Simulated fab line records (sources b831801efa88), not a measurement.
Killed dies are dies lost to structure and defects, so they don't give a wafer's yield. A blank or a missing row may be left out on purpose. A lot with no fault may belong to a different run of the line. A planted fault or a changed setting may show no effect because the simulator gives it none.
Comparing a struck lot with a sound one ; flow sky130 ; 25 out of 708 route steps
Sound: these wafers, L116.1, L116.3, L116.5. Wafers struck: L129.1, L129.2, L129.3. At the end, the cause is stated.
Each step with rows lists, per side, the tool, then ch with its chambers, then its first start. Under that, the readings that differ: sound wafers ; struck wafers ; difference of the means ; sigmas: that difference in standard deviations of wafers without a fault.
alike: readings with means less than 2 such deviations apart, plus words and numbers identical on both sides. not compared: withheld readings, readings lacking a value on some wafer, bounds such as >300 that could conceal the same value, and numbers that have no deviation in the record and whose values overlap.
The two part at a step that has a row with sigmas, a row that says differs or no value, or rows on one side only. Numbers that don't overlap but have no deviation are shown without sigmas and don't part them. Lack of a reading on every wafer of one side parts them only where that side has two or more wafers.

first, 1 step without rows for these wafers: SKY_VIA2_SPUTTER_20 (material TiN, target thk 20 nm, time 80 s).
SKY_VIA2_CVD_21: deposits W, target thk 420 nm, time 126.4 s.
  sound on cvd-w-01 ch 0, day 36 12:14; struck on cvd-w-01 ch 0,1, day 40 13:20
  alike: chamber-pressure-Torr, heater-power-w
SKY_VIA2_RS_MEAS_22: uses a four-point probe to measure.
  sound on film-metro-04, day 36 12:29; struck on film-metro-01, day 40 13:28
  alike: VIA2_W_RS
SKY_VIA2_THK_MEAS_23: measures by xrf.
  sound on film-metro-04, day 36 12:37; struck on film-metro-01, day 40 13:35
  alike: VIA2_W_THK
SKY_VIA2_CMP_24: polishes, stops on SiO2, t overpolish 20 s, target thk 0 nm.
  sound on cmp-02 ch 2,3, day 36 12:40; struck on cmp-02 ch 0,1,2, day 40 13:39
  alike: motor-current-A, overpolish-run-s, time-to-endpoint-s
SKY_METAL3_SPUTTER_00: material Ti, target thk 15 nm, time 10 s.
  sound on pvd-sputter-01, day 36 12:58; struck on pvd-sputter-04, day 40 13:57
  alike: cathode-dc-power-W, chamber-pressure-pa, throttle-valve-pct
then, 2 steps without rows for these wafers: SKY_METAL3_SPUTTER_01 (material TiN, target thk 20 nm, time 16.7 s); SKY_METAL3_SPUTTER_02 (material AlCu, target thk 735 nm, time 39.1 s).
SKY_METAL3_SPUTTER_03: material Ti, target thk 5 nm, time 3.3 s.
  sound on pvd-sputter-01, day 36 13:03; struck on pvd-sputter-04, day 40 14:02
reading;sound;struck;difference;sigmas
chamber-pressure-pa (Pa);0.3998 0.3989 0.3972;0.3999 0.4000 0.4013;+0.0018;+2
  alike: cathode-dc-power-W, throttle-valve-pct
SKY_METAL3_SPUTTER_04: material TiN, target thk 70 nm, time 58.3 s.
  sound on pvd-sputter-01, day 36 13:04; struck on pvd-sputter-04, day 40 14:04
  alike: cathode-dc-power-W, chamber-pressure-pa, throttle-valve-pct
then, 1 step without rows for these wafers: SKY_CAPM_CVD_00 (deposits SiO2, target thk 15.5 nm).
SKY_CAPM_THK_MEAS_01:
  sound on film-metro-04, day 36 13:08; struck on film-metro-01, day 40 14:08
  alike: CAPM_CVD_00_THK
SKY_CAPM_SPUTTER_02: material TiN, target thk 200 nm, time 166.7 s.
  sound on pvd-sputter-02, day 36 13:12; struck on pvd-sputter-03, day 40 14:11
  no value came back on the struck wafers for cathode-dc-power-W (W), chamber-pressure-pa (Pa), throttle-valve-pct (%); on the sound wafers cathode-dc-power-W (W) reads 6500.3 6500.0 6501.3
SKY_CAPM_RS_MEAS_03: uses a four-point probe to measure.
  sound on film-metro-01, day 36 13:19; struck on film-metro-01, day 40 14:18
reading;sound;struck;difference;sigmas
CAPM_TIN_RS (ohm/sq);6.98 6.81 6.96;- - -;no value on the struck wafers;
SKY_CAPM_THK_MEAS_04: measures by xrf.
  sound on film-metro-01, day 36 13:26; struck on film-metro-01, day 40 14:25
reading;sound;struck;difference;sigmas
CAPM_TIN_THK (nm);195.8 198.9 195.7;<0.0 <0.0 <0.0;differs;
then, 7 steps without rows for these wafers: SKY_CAPM_DEHYDRATE_05 (time 60 s); SKY_CAPM_HMDS_06 (prime time 60 s); SKY_CAPM_COAT_07 (resist thk 1140 nm); SKY_CAPM_SOFTBAKE_08 (time 60 s); SKY_CAPM_EXPOSE_09 (exposes mask CAPM, target cd 1000 nm); SKY_CAPM_PEB_10; SKY_CAPM_DEVELOP_11 (develop time 60 s).
SKY_CAPM_OVL_MEAS_12:
  sound on overlay-01, day 37 15:44; struck on overlay-02, day 41 15:48
  alike: CAPM_OVL
SKY_CAPM_METAL_ETCH_13: etches TiN in Cl2/BCl3, stops on SiO2, target depth 220 nm, time 62.9 s.
  sound on rie-metal-04 ch 1, day 37 15:46; struck on rie-metal-02 ch 0,1, day 41 15:50
reading;sound;struck;difference;sigmas
drypump-motor-current-A (A);5.64 5.67 5.61;6.14 6.09 6.11;+0.47;+2
oes-product-au (a.u.);0.932 0.948 0.934;0.377 0.372 0.380;-0.562;-75
throttle-valve-pct (%);21.899 21.895 21.900;22.270 22.270 22.252;+0.366;+39
  alike: bcl3-flow-sccm, rf-fwd-power-W
  not compared: rf-hours-counter-h
then, 1 step without rows for these wafers: SKY_CAPM_STRIP_14 (strips in O2/N2).

== WHERE THEY PART ==
Earliest at SKY_METAL3_SPUTTER_03; latest, in this record, at SKY_CAPM_METAL_ETCH_13.

WHY: the cause the simulator had injected
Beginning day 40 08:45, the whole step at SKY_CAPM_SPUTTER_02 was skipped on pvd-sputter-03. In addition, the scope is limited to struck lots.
